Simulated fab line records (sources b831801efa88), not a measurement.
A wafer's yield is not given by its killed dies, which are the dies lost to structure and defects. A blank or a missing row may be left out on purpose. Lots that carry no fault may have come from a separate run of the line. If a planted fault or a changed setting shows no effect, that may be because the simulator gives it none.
Chamber matching    flow sky130    SKY_CONTACT_CVD_00 on pecvd-03: 3 sister chambers
The step deposits Si3N4, target thk 75 nm. 6 wafers are shown with their chamber, then 9 later ones without.

## EACH WAFER AND ITS CHAMBER
wafer   chamber  heater power w (W)
L082.6  2        660
L083.3  2        661
L084.1  0        680
L085.1  1        628
L085.2  0        684
L085.4  1        623

## WAFERS WITH NO CHAMBER GIVEN
wafer   heater power w (W)
L087.2  633
L087.4  628
L087.6  586
L091.2  591
L091.3  708
L091.5  613
L093.2  642
L093.3  612
L093.6  606

## WHICH CHAMBER EACH WENT THROUGH
wafer    from the rows above       in truth
L087.2   1                         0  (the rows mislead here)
L087.4   1                         1
L087.6   1                         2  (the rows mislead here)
L091.2   1                         1
L091.3   0                         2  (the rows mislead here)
L091.5   1                         1
L093.2   can't be placed: 1 or 2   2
L093.3   1                         1
L093.6   1                         1
Correct placement for 5 of the 9. From these rows, 1 cannot be placed; in 1 the true chamber is one of the candidates. 3 placed wrongly.
How it was worked out, from the rows above alone: a wafer's distance from a chamber is the root of the sum, over the readings, of the square of ((its reading less the chamber's mean) divided by the reading's scatter). The wafer belongs to the nearest chamber; if the next one is less than 2 further off, it can't be placed. For every chamber, the mean is computed from those of its wafers that are shown. How the scatter is found: for the shown wafers, subtract from each reading the mean of its chamber, square and add these, divide the total by (wafers less chambers), then take the root.
